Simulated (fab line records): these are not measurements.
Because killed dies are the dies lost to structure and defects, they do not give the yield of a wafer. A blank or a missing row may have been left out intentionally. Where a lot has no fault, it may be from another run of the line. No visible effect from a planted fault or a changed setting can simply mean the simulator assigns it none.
8D (eight disciplines) problem report, filled in by code + flow gf180mcu + the parts of the form that need people (team, actions taken, sign-off) are left out

## 1. WHAT WENT WRONG
At GF_LVPWELL_COAT_02, spin_speed_rpm averages 1945.0 rpm over 6 wafers from 2 lots, while fault-free wafers read 1999.9 rpm, standard deviation 1.3. Measured from the usual mean, that is -42 standard deviations.
The step: resist thk 3000 nm.
First seen on wafer L818.1, day 7 13:31, on litho_track-02. At this step, 36 wafers from 12 lots have a number in the record. Rule for "out" (also "out of limits"): further than 4 standard deviations from the usual mean. The rest of the wafers with a number are treated as sound.

## 2. WHAT THIS IS AND IS NOT
| question                    | is                     | is not                                                              |
|-----------------------------|------------------------|---------------------------------------------------------------------|
| which readings at this step | spin_speed_rpm         | -                                                                   |
| which lots                  | L818, L822             | L801, L802, L803, L804, L805, L809, L810, L812, L814, L819          |
| which wafers of those lots  | all that have a number | -                                                                   |
| read on which tools         | litho_track-02         | litho_track-03, litho_track-04                                      |
| when                        | from day 7 13:31       | up to then (27 sound wafers); but 3 sound wafers of L819 came after |

## 3. WHAT RULES OUT EACH SUSPECT
Counting: a tool stays on the suspect list if, at a process step up to the reading, it processed all lots that are out and no sound lot following the first of them.
- litho_track-02 at GF_LVPWELL_COAT_02 (resist thk 3000 nm): kept. All lots that are out passed through it, beginning with L818 at day 7 13:31, and no sound lot followed; its final sound lot before that point was L810 at day 5 16:02. Its own spin_speed_rpm readings are out on those wafers.
Remaining after the count: litho_track-02 at GF_LVPWELL_COAT_02.

## 4. THE CAUSE (what the simulator had put in)
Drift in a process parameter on litho_track-02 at GF_LVPWELL_COAT_02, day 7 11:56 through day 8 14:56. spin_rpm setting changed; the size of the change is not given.
The count eliminated every tool but this one.

## 5. THE EFFECT CHAIN, in route order
One row per reading whose mean, taken over the struck wafers that have a number, lies over 3 standard deviations from the usual. Readings are gone through only where the record gives a usual standard deviation; hours: the median, over the lots, of the time from a lot's start at the first step in this table giving one to that lot's start at this step; sigmas: the change measured in usual standard deviations.
| hours | step                | reading                  | usual      | on struck wafers | change | sigmas |
|-------|---------------------|--------------------------|------------|------------------|--------|--------|
| 0     | GF_LVPWELL_COAT_02  | spin_speed_rpm           | 1999.9 rpm | 1945.0           | -54.9  | -42    |
| 8     | GF_LVPWELL_STRIP_10 | strip_time_to_endpoint_s | 36.97 s    | 37.40            | +0.43  | +3.6   |
The process steps in it:
- GF_LVPWELL_COAT_02: resist thk 3000 nm.
- GF_LVPWELL_STRIP_10: strips in O2/N2.
At these later measuring or inspecting steps, every struck wafer for which the step has a row has a number for every such reading, and none has moved that far: GF_V2_THK_MEAS_01.

## 6. WHAT WOULD HAVE CAUGHT IT SOONER
First out-of-limits reading in this record: day 7 13:31, which is 2 hours after fault onset at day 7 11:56.
